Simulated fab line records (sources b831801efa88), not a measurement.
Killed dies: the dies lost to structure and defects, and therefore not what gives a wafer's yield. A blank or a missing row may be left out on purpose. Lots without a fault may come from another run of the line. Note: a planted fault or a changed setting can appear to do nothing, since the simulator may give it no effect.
fab line records	flow gf180mcu
record: lots: 24	wafers: 72	lastDay: 35
route steps=602 shown CONTACT@312 V1@360 V2@385 V3@432 M4@462 V4@493
lots that met no fault: taken from a fault-free run of the same line
startH: hours from the record's first day to the start of the lot's first wafer shown	waitH: how many hours have passed since the lot's step before this one	" identical to the entry in the row above	L1.1+2: a single row standing in for several wafers	- no value, or no start given	* or withheld: withheld	< > ~ a bound
route shown NAME@n: names a module that has steps shown in the file, with the first one's number in the route	usual: the fault-free wafers' mean and standard deviation	same: alike in all rows	chamber/n: place in a boat	sites: per-site readings	_std_site: the values' standard deviation	_edge_site: the outer-site mean with the inner-site mean subtracted	radiusMm: how far each site lies from the wafer's centre	mask NAME#n: copy n	behind: tool/chamber where the wafer was last shaped	hold: why the lot went on hold/how many hours it stayed there/how the hold came to an end	device: whichever transistor did not switch (one of n, p or np)	end of line: tests of these same wafers at the route's end	where a step has no rows: the recipe by itself	killed: dies lost to structure and defects at the first sort, not the wafer's yield	map: the dies of a wafer, with x for killed, . for not killed, _ for no die there
set.NAME: the setting that was run; set.NAME@STEP: the one run at that earlier step	model.NAME: the simulator's own value behind a step, which no gauge read
one table for each step of the route and one row for each wafer, over a sample of lots
services: a tool's chamber out of use, with start hour (startH, from the record's first day; less than 0 if before it), hours out, and reason
== steps ==
step: GF_CONTACT_RS_MEAS_25
recipe: thkMeasGauge: four-point-probe	reads: W_of_CONTACT_CVD_24+TiN_of_CONTACT_SPUTTER_23+Ti_of_CONTACT_SPUTTER_22
usual: CONTACT_W_RS: 0.382/0.006
lot.wafer	tool	chamber	startH	waitH	CONTACT_W_RS[ohm/sq]
L074.1	filmMetro-02	-	373.32	0.1	0.380
L074.4	"	-	"	"	0.383
L074.5	"	-	"	"	0.382
L075.2	filmMetro-03	-	379.59	0.1	0.380
L075.4	"	-	"	"	0.378
L075.5	"	-	"	"	0.376
L076.1	filmMetro-02	-	384.81	0.1	0.385
L076.3	"	-	"	"	0.385
L076.4	"	-	"	"	0.381
L077.1	filmMetro-01	-	404.83	0.1	0.384
L077.3	"	-	"	"	0.385
L077.6	"	-	"	"	0.383
L078.1	filmMetro-03	-	414.83	0.1	0.383
L078.2	"	-	"	"	0.381
L078.5	"	-	"	"	0.382
L079.1	filmMetro-03	-	426.06	0.1	0.379
L079.2	"	-	"	"	0.374
L079.6	"	-	"	"	0.374
L080.3	filmMetro-01	-	434.87	0.1	0.386
L080.4	"	-	"	"	0.388
L080.6	"	-	"	"	0.391
L082.1	filmMetro-03	-	447.11	0.1	0.389
L082.4	"	-	"	"	0.392
L082.5	"	-	"	"	0.393
L081.2	filmMetro-01	-	447.61	0.1	0.379
L081.3	"	-	"	"	0.378
L081.4	"	-	"	"	0.372
L083.3	filmMetro-02	-	454.10	0.1	0.386
L083.4	"	-	"	"	0.383
L083.6	"	-	"	"	0.383
L084.2	filmMetro-02	-	471.62	0.1	0.386
L084.3	"	-	"	"	0.386
L084.5	"	-	"	"	0.394
L085.1	filmMetro-02	-	474.87	0.1	0.375
L085.3	"	-	"	"	0.380
L085.4	"	-	"	"	0.376
L086.1	filmMetro-01	-	485.01	0.1	0.384
L086.3	"	-	"	"	0.382
L086.5	"	-	"	"	0.387
L087.2	filmMetro-01	-	492.63	0.1	0.383
L087.3	"	-	"	"	0.380
L087.5	"	-	"	"	0.378
L088.2	filmMetro-02	-	502.66	0.1	0.391
L088.3	"	-	"	"	0.388
L088.5	"	-	"	"	0.391
L089.1	filmMetro-03	-	509.17	0.1	0.385
L089.4	"	-	"	"	0.387
L089.6	"	-	"	"	0.385
L090.3	filmMetro-02	-	515.21	0.1	0.378
L090.4	"	-	"	"	0.373
L090.6	"	-	"	"	0.372
L091.2	filmMetro-03	-	526.34	0.1	0.382
L091.3	"	-	"	"	0.383
L091.5	"	-	"	"	0.384
L092.2	filmMetro-01	-	534.53	0.1	0.367
L092.3	"	-	"	"	0.377
L092.6	"	-	"	"	0.372
L093.1	filmMetro-02	-	541.82	0.1	0.376
L093.4	"	-	"	"	0.374
L093.5	"	-	"	"	0.376
L094.3	filmMetro-03	-	549.83	0.1	0.379
L094.4	"	-	"	"	0.381
L094.6	"	-	"	"	0.375
L095.2	filmMetro-01	-	556.17	0.1	0.387
L095.3	"	-	"	"	0.390
L095.6	"	-	"	"	0.384
L096.1	filmMetro-01	-	578.32	0.1	0.392
L096.2	"	-	"	"	0.389
L096.3	"	-	"	"	0.388
L097.2	filmMetro-01	-	579.10	0.2	0.376
L097.4	"	-	"	"	0.383
L097.5	"	-	"	"	0.384
step: GF_V1_THK_MEAS_25
recipe: thkMeasGauge: xrf	reads: W_of_V1_CVD_23
usual: V1_W_THK: 362/4.8
lot.wafer	tool	chamber	startH	waitH	V1_W_THK[nm]
L074.1	filmMetro-04	-	422.94	0.1	369
L074.4	"	-	"	"	378
L074.5	"	-	"	"	363
L075.2	filmMetro-03	-	429.89	0.1	358
L075.4	"	-	"	"	359
L075.5	"	-	"	"	357
L076.1	filmMetro-02	-	435.27	0.1	366
L076.3	"	-	"	"	361
L076.4	"	-	"	"	360
L077.1	filmMetro-02	-	455.35	0.1	357
L077.3	"	-	"	"	363
L077.6	"	-	"	"	357
L078.1	filmMetro-03	-	466.23	0.1	369
L078.2	"	-	"	"	361
L078.5	"	-	"	"	361
L079.1	filmMetro-02	-	478.11	0.1	353
L079.2	"	-	"	"	357
L079.6	"	-	"	"	364
L080.3	filmMetro-04	-	486.97	0.1	371
L080.4	"	-	"	"	365
L080.6	"	-	"	"	364
L081.2	filmMetro-02	-	499.63	0.1	356
L081.3	"	-	"	"	358
L081.4	"	-	"	"	355
L082.1	filmMetro-03	-	499.82	0.1	361
L082.4	"	-	"	"	354
L082.5	"	-	"	"	353
L083.3	filmMetro-04	-	505.56	0.1	371
L083.4	"	-	"	"	362
L083.6	"	-	"	"	361
L084.2	filmMetro-04	-	522.28	0.1	367
L084.3	"	-	"	"	362
L084.5	"	-	"	"	369
L085.1	filmMetro-03	-	526.94	0.1	353
L085.3	"	-	"	"	365
L085.4	"	-	"	"	349
L086.1	filmMetro-04	-	535.80	0.1	367
L086.3	"	-	"	"	364
L086.5	"	-	"	"	362
L087.2	filmMetro-02	-	542.84	0.1	366
L087.3	"	-	"	"	355
L087.5	"	-	"	"	362
L088.2	filmMetro-03	-	552.29	0.1	361
L088.3	"	-	"	"	364
L088.5	"	-	"	"	361
L089.1	filmMetro-03	-	558.53	0.1	360
L089.4	"	-	"	"	357
L089.6	"	-	"	"	362
L090.3	filmMetro-03	-	577.75	0.1	360
L090.4	"	-	"	"	363
L090.6	"	-	"	"	365
L091.2	filmMetro-02	-	578.67	0.1	360
L091.3	"	-	"	"	359
L091.5	"	-	"	"	360
L092.2	filmMetro-02	-	582.19	0.1	363
L092.3	"	-	"	"	357
L092.6	"	-	"	"	366
L093.1	filmMetro-02	-	587.53	0.1	366
L093.4	"	-	"	"	365
L093.5	"	-	"	"	367
L094.3	filmMetro-04	-	599.39	0.1	361
L094.4	"	-	"	"	364
L094.6	"	-	"	"	364
L095.2	filmMetro-02	-	604.82	0.1	356
L095.3	"	-	"	"	357
L095.6	"	-	"	"	356
L096.1	filmMetro-04	-	624.06	0.1	361
L096.2	"	-	"	"	363
L096.3	"	-	"	"	362
L097.2	filmMetro-03	-	625.67	0.1	364
L097.4	"	-	"	"	364
L097.5	"	-	"	"	367
step: GF_V2_THK_MEAS_03
recipe: reads: SiO2_of_V2_CVD_02
usual: V2_CVD_02_THK: 848/11
lot.wafer	tool	chamber	startH	waitH	V2_CVD_02_THK[nm]
L074.1	filmMetro-01	-	448.82	0.0	845
L074.4	"	-	"	"	859
L074.5	"	-	"	"	862
L075.2	filmMetro-01	-	454.82	0.0	839
L075.4	"	-	"	"	847
L075.5	"	-	"	"	858
L076.1	filmMetro-03	-	461.16	0.0	834
L076.3	"	-	"	"	843
L076.4	"	-	"	"	849
L077.1	filmMetro-03	-	480.98	0.0	843
L077.3	"	-	"	"	858
L077.6	"	-	"	"	875
L078.1	filmMetro-02	-	492.37	0.0	829
L078.2	"	-	"	"	844
L078.5	"	-	"	"	841
L079.1	filmMetro-03	-	503.64	0.0	835
L079.2	"	-	"	"	839
L079.6	"	-	"	"	859
L080.3	filmMetro-02	-	512.09	0.1	836
L080.4	"	-	"	"	850
L080.6	"	-	"	"	857
L081.2	filmMetro-01	-	524.32	0.0	842
L081.3	"	-	"	"	840
L081.4	"	-	"	"	846
L082.1	filmMetro-02	-	524.55	0.0	842
L082.4	"	-	"	"	844
L082.5	"	-	"	"	838
L083.3	filmMetro-03	-	531.03	0.1	843
L083.4	"	-	"	"	872
L083.6	"	-	"	"	862
L084.2	filmMetro-02	-	554.83	0.0	840
L084.3	"	-	"	"	834
L084.5	"	-	"	"	852
L085.1	filmMetro-01	-	554.98	0.1	837
L085.3	"	-	"	"	830
L085.4	"	-	"	"	862
L086.1	filmMetro-01	-	559.03	0.0	829
L086.3	"	-	"	"	848
L086.5	"	-	"	"	845
L087.2	filmMetro-02	-	564.57	0.0	837
L087.3	"	-	"	"	823
L087.5	"	-	"	"	851
L088.2	filmMetro-02	-	575.28	0.1	860
L088.3	"	-	"	"	861
L088.5	"	-	"	"	864
L089.1	filmMetro-03	-	582.97	0.0	854
L089.4	"	-	"	"	857
L089.6	"	-	"	"	848
L090.3	filmMetro-03	-	600.78	0.1	835
L090.4	"	-	"	"	874
L090.6	"	-	"	"	863
L091.2	filmMetro-01	-	601.71	0.0	853
L091.3	"	-	"	"	831
L091.5	"	-	"	"	846
L092.2	filmMetro-01	-	605.01	0.0	846
L092.3	"	-	"	"	852
L092.6	"	-	"	"	860
L093.1	filmMetro-01	-	609.64	0.0	846
L093.4	"	-	"	"	860
L093.5	"	-	"	"	869
L094.3	filmMetro-02	-	621.87	0.1	841
L094.4	"	-	"	"	871
L094.6	"	-	"	"	846
L095.2	filmMetro-03	-	627.42	0.0	848
L095.3	"	-	"	"	833
L095.6	"	-	"	"	855
L096.1	filmMetro-02	-	646.38	0.0	844
L096.2	"	-	"	"	838
L096.3	"	-	"	"	841
L097.2	filmMetro-02	-	647.57	0.0	841
L097.4	"	-	"	"	840
L097.5	"	-	"	"	834
step: GF_V3_THK_MEAS_03
recipe: reads: SiO2_of_V3_CVD_02
usual: V3_CVD_02_THK: 847/10
lot.wafer	tool	chamber	startH	waitH	V3_CVD_02_THK[nm]
L074.1	filmMetro-03	-	500.16	0.0	831
L074.4	"	-	"	"	853
L074.5	"	-	"	"	854
L075.2	filmMetro-03	-	506.06	0.0	837
L075.4	"	-	"	"	864
L075.5	"	-	"	"	858
L076.1	filmMetro-02	-	512.85	0.0	842
L076.3	"	-	"	"	842
L076.4	"	-	"	"	858
L077.1	filmMetro-03	-	531.27	0.0	832
L077.3	"	-	"	"	825
L077.6	"	-	"	"	852
L078.1	filmMetro-04	-	554.70	0.0	849
L078.2	"	-	"	"	851
L078.5	"	-	"	"	852
L079.1	filmMetro-02	-	555.12	0.1	848
L079.2	"	-	"	"	826
L079.6	"	-	"	"	850
L080.3	filmMetro-04	-	559.53	0.1	842
L080.4	"	-	"	"	854
L080.6	"	-	"	"	852
L081.2	filmMetro-04	-	572.27	0.1	845
L081.3	"	-	"	"	851
L081.4	"	-	"	"	854
L082.1	filmMetro-04	-	572.95	0.1	845
L082.4	"	-	"	"	855
L082.5	"	-	"	"	862
L083.3	filmMetro-03	-	577.33	0.1	830
L083.4	"	-	"	"	844
L083.6	"	-	"	"	848
L084.2	filmMetro-03	-	602.44	0.0	843
L084.3	"	-	"	"	831
L084.5	"	-	"	"	847
L085.1	filmMetro-03	-	602.87	0.1	844
L085.3	"	-	"	"	844
L085.4	"	-	"	"	861
L086.1	filmMetro-04	-	605.96	0.0	835
L086.3	"	-	"	"	832
L086.5	"	-	"	"	841
L087.2	filmMetro-03	-	610.61	0.0	843
L087.3	"	-	"	"	847
L087.5	"	-	"	"	859
L088.2	filmMetro-02	-	622.47	0.0	852
L088.3	"	-	"	"	850
L088.5	"	-	"	"	856
L089.1	filmMetro-02	-	628.85	0.0	843
L089.4	"	-	"	"	863
L089.6	"	-	"	"	851
L090.3	filmMetro-02	-	645.36	0.1	824
L090.4	"	-	"	"	840
L090.6	"	-	"	"	861
L091.2	filmMetro-02	-	646.85	0.0	839
L091.3	"	-	"	"	827
L091.5	"	-	"	"	845
L092.2	filmMetro-04	-	649.56	0.0	844
L092.3	"	-	"	"	828
L092.6	"	-	"	"	849
L093.1	filmMetro-03	-	654.33	0.0	828
L093.4	"	-	"	"	869
L093.5	"	-	"	"	861
L094.3	filmMetro-03	-	665.00	0.1	847
L094.4	"	-	"	"	866
L094.6	"	-	"	"	851
L095.2	filmMetro-02	-	670.84	0.0	845
L095.3	"	-	"	"	841
L095.6	"	-	"	"	866
L096.1	filmMetro-03	-	688.24	0.0	833
L096.2	"	-	"	"	841
L096.3	"	-	"	"	838
L097.2	filmMetro-03	-	691.01	0.0	845
L097.4	"	-	"	"	842
L097.5	"	-	"	"	862
step: GF_M4_THK_MEAS_06
recipe: thkMeasGauge: xrf	reads: AlCu_of_M4_SPUTTER_02
usual: M4_ALCU_THK: 446/5.1
lot.wafer	tool	chamber	startH	waitH	M4_ALCU_THK[nm]
L074.1	filmMetro-01	-	525.48	0.1	447
L074.4	"	-	"	"	449
L074.5	"	-	"	"	447
L075.2	filmMetro-04	-	532.37	0.1	448
L075.4	"	-	"	"	448
L075.5	"	-	"	"	448
L076.1	filmMetro-04	-	538.85	0.1	444
L076.3	"	-	"	"	448
L076.4	"	-	"	"	444
L077.1	filmMetro-04	-	556.75	0.1	436
L077.3	"	-	"	"	434
L077.6	"	-	"	"	434
L078.1	filmMetro-04	-	579.36	0.1	438
L078.2	"	-	"	"	443
L078.5	"	-	"	"	437
L079.1	filmMetro-03	-	581.46	0.1	451
L079.2	"	-	"	"	444
L079.6	"	-	"	"	453
L080.3	filmMetro-04	-	584.56	0.1	447
L080.4	"	-	"	"	441
L080.6	"	-	"	"	442
L081.2	filmMetro-01	-	596.00	0.1	447
L081.3	"	-	"	"	442
L081.4	"	-	"	"	444
L082.1	filmMetro-03	-	599.34	0.1	450
L082.4	"	-	"	"	453
L082.5	"	-	"	"	454
L083.3	filmMetro-03	-	601.24	0.1	448
L083.4	"	-	"	"	440
L083.6	"	-	"	"	445
L084.2	filmMetro-04	-	625.65	0.1	443
L084.3	"	-	"	"	446
L084.5	"	-	"	"	448
L085.1	filmMetro-03	-	626.01	0.1	455
L085.3	"	-	"	"	448
L085.4	"	-	"	"	453
L086.1	filmMetro-04	-	632.18	0.1	445
L086.3	"	-	"	"	450
L086.5	"	-	"	"	452
L087.2	filmMetro-04	-	634.50	0.1	445
L087.3	"	-	"	"	449
L087.5	"	-	"	"	448
L088.2	filmMetro-03	-	645.19	0.1	448
L088.3	"	-	"	"	446
L088.5	"	-	"	"	451
L089.1	filmMetro-04	-	651.73	0.1	445
L089.4	"	-	"	"	437
L089.6	"	-	"	"	436
L090.3	filmMetro-03	-	667.63	0.1	445
L090.4	"	-	"	"	444
L090.6	"	-	"	"	444
L091.2	filmMetro-04	-	669.57	0.1	452
L091.3	"	-	"	"	453
L091.5	"	-	"	"	455
L092.2	filmMetro-01	-	672.08	0.1	438
L092.3	"	-	"	"	445
L092.6	"	-	"	"	439
L093.1	filmMetro-04	-	676.68	0.1	440
L093.4	"	-	"	"	439
L093.5	"	-	"	"	434
L094.3	filmMetro-01	-	687.18	0.1	446
L094.4	"	-	"	"	449
L094.6	"	-	"	"	449
L095.2	filmMetro-01	-	692.35	0.1	440
L095.3	"	-	"	"	436
L095.6	"	-	"	"	440
L096.1	filmMetro-01	-	709.83	0.1	450
L096.2	"	-	"	"	448
L096.3	"	-	"	"	447
L097.2	filmMetro-01	-	711.94	0.1	450
L097.4	"	-	"	"	449
L097.5	"	-	"	"	450
step: GF_V4_ETCH_17
recipe: chemistry: C4F8/O2/Ar	maskMaterial: KrF	target: SiO2	stopOn: TiN	sourceW: 1500	biasW: 1200	pressureMtorr: 40	c4f8FlowSccm: withheld	O2_flow_sccm: 6	Ar_flow_sccm: 300	timeS: withheld	targetDepthA: 6300
usual: oesProductAu: 0.856/0.0046
lot.wafer	tool	chamber	startH	waitH	oesProductAu
L074.1	rieDiel-01	3	-	-	0.858
L074.4	"	0	"	"	0.857
L074.5	"	1	"	"	0.850
L075.2	rieDiel-04	3	-	-	0.856
L075.4	"	2	"	"	0.854
L075.5	"	0	"	"	0.855
L076.1	rieDiel-04	1	-	-	0.852
L076.3	"	3	"	"	0.857
L076.4	"	3	"	"	0.856
L077.1	rieDiel-02	0	-	-	0.856
L077.3	"	3	"	"	0.863
L077.6	"	3	"	"	0.851
L078.1	rieDiel-01	3	-	-	0.848
L078.2	"	0	"	"	0.855
L078.5	"	0	"	"	0.849
L079.1	rieDiel-04	2	-	-	0.847
L079.2	"	0	"	"	0.858
L079.6	"	3	"	"	0.856
L080.3	rieDiel-04	0	-	-	0.851
L080.4	"	2	"	"	0.855
L080.6	"	1	"	"	0.858
L081.2	rieDiel-02	1	-	-	0.854
L081.3	"	0	"	"	0.856
L081.4	"	0	"	"	0.852
L082.1	rieDiel-01	1	-	-	0.851
L082.4	"	2	"	"	0.866
L082.5	"	2	"	"	0.851
L083.3	rieDiel-01	3	-	-	0.855
L083.4	"	0	"	"	0.855
L083.6	"	0	"	"	0.850
L084.2	rieDiel-02	0	-	-	0.858
L084.3	"	3	"	"	0.857
L084.5	"	0	"	"	0.859
L085.1	rieDiel-01	2	-	-	0.856
L085.3	"	1	"	"	0.859
L085.4	"	3	"	"	0.849
L086.1	rieDiel-02	2	-	-	0.857
L086.3	"	0	"	"	0.857
L086.5	"	0	"	"	0.856
L087.2	rieDiel-01	3	-	-	0.858
L087.3	"	1	"	"	0.854
L087.5	"	2	"	"	0.851
L088.2	rieDiel-02	3	-	-	0.861
L088.3	"	1	"	"	0.866
L088.5	"	2	"	"	0.848
L089.1	rieDiel-04	0	-	-	0.863
L089.4	"	3	"	"	0.853
L089.6	"	0	"	"	0.864
L090.3	rieDiel-04	1	-	-	0.855
L090.4	"	0	"	"	0.858
L090.6	"	1	"	"	0.851
L091.2	rieDiel-01	3	-	-	0.854
L091.3	"	0	"	"	0.851
L091.5	"	0	"	"	0.854
L092.2	rieDiel-04	2	-	-	0.857
L092.3	"	1	"	"	0.857
L092.6	"	3	"	"	0.851
L093.1	rieDiel-02	2	-	-	0.858
L093.4	"	1	"	"	0.856
L093.5	"	0	"	"	0.846
L094.3	rieDiel-04	0	-	-	0.847
L094.4	"	1	"	"	0.857
L094.6	"	3	"	"	0.862
L095.2	rieDiel-04	1	-	-	0.847
L095.3	"	3	"	"	0.862
L095.6	"	2	"	"	0.853
L096.1	rieDiel-01	0	-	-	0.859
L096.2	"	3	"	"	0.862
L096.3	"	1	"	"	0.863
L097.2	rieDiel-01	1	-	-	0.855
L097.4	"	0	"	"	0.849
L097.5	"	3	"	"	0.861
== services ==
tool	chamber	startH	hours	kind
rieDiel-04	2	582.72	6.4	repair
rieDiel-01	1	596.94	4.0	repair
rieDiel-01	-	600.41	0.4	repair
rieDiel-01	1	610.06	2.7	repair
rieDiel-02	1	612.17	2.3	repair
rieDiel-02	0	612.81	12.4	repair
rieDiel-01	3	626.89	2.0	repair
rieDiel-02	2	633.77	8.5	repair
rieDiel-04	3	639.38	2.4	repair
rieDiel-02	1	646.76	9.9	repair
rieDiel-04	0	648.79	4.3	repair
rieDiel-02	1	656.64	-	clean
rieDiel-02	1	656.64	21.9	scheduledDown
rieDiel-02	1	656.64	21.9	ventCycle
rieDiel-02	0	678.57	-	clean
rieDiel-02	0	678.57	13.8	scheduledDown
rieDiel-02	0	678.57	13.8	ventCycle
rieDiel-04	3	687.45	4.3	repair
rieDiel-02	3	692.34	-	clean
rieDiel-02	3	692.34	18.3	scheduledDown
rieDiel-02	3	692.34	18.3	ventCycle
rieDiel-01	-	711.19	0.5	repair
rieDiel-02	1	743.94	3.7	repair
rieDiel-01	2	747.35	8.4	repair
== key ==
fault none
